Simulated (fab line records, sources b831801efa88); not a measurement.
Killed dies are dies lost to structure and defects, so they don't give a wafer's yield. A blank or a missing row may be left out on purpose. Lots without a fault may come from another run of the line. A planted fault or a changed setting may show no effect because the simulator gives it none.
One fault seen from 2 desks | flow gf180mcu | each desk has only its own numbers; what lay behind them comes last

THE METROLOGY DESK
What the gauges read, lot by lot, whatever tool the lot ran on: means of the sampled wafers that have a number. A lot is out of limits, marked OUT, if its mean lies more than 4 standard deviations from the usual mean; the brackets give that distance.
Columns: A = NWELL_OVL at GF_NWELL_OVL_MEAS_07, usual -0.2 nm
lot  | first seen here | A
L508 | day 3 06:36     | 0.5
L509 | day 3 13:45     | 0.0
L512 | day 4 05:09     | -1.1
L513 | day 4 08:59     | 0.8
L514 | day 4 16:12     | 0.5
L516 | day 5 01:35     | 1.4
L517 | day 5 07:37     | -1.5
L518 | day 5 14:22     | -2.2
L519 | day 5 18:23     | 0.7
L520 | day 6 01:59     | -0.8
L521 | day 6 07:15     | 2.7
L522 | day 6 14:18     | 1.2
L523 | day 6 19:04     | 1.3
L530 | day 8 07:51     | 0.8
This desk's finding: nothing out of limits on any of the 14 lots.

THE TOOL OWNER'S DESK: litho_track-03
The tool's own readings at GF_VT_IMPLANT_DEVELOP_17 (develop time 60 s): means of the sampled wafers that have a number, for each lot that ran on this tool. A lot is out of limits, marked OUT, if its mean lies more than 4 standard deviations from the usual mean; the brackets give that distance.
Columns: A = developer_temp_C at GF_VT_IMPLANT_DEVELOP_17, usual 22.99 C
lot  | first seen here | A
L512 | day 7 06:34     | 23.13
L514 | day 7 19:30     | 23.11
L519 | day 9 02:15     | 23.01
L520 | day 9 10:57     | 22.87
L521 | day 9 17:54     | 22.95
L522 | day 10 00:10    | 22.07 (-9.2) OUT
L523 | day 10 07:13    | 22.20 (-7.9) OUT
This desk's finding: out of limits on L522, L523; first on L522, day 10 00:10 (developer_temp_C at GF_VT_IMPLANT_DEVELOP_17). In limits: L512, L514, L519, L520, L521.

PUT TOGETHER
The tool owner's desk could have raised an alarm at day 10 00:10, on L522, L523.
The metrology desk saw nothing out of limits.
The metrology desk has L522, L523 on record, within its limits.
Of the lots named, all ran GF_VT_IMPLANT_DEVELOP_17 on litho_track-03.

WHAT THE SIMULATOR HAD PUT IN
Process parameter drift: litho_track-03, from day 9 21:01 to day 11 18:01, at GF_VT_IMPLANT_DEVELOP_17. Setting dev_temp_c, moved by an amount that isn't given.
Lots struck among those shown: L522, L523.
Hours from the fault's start to each desk's first reading out of limits: the tool owner's desk, 3.
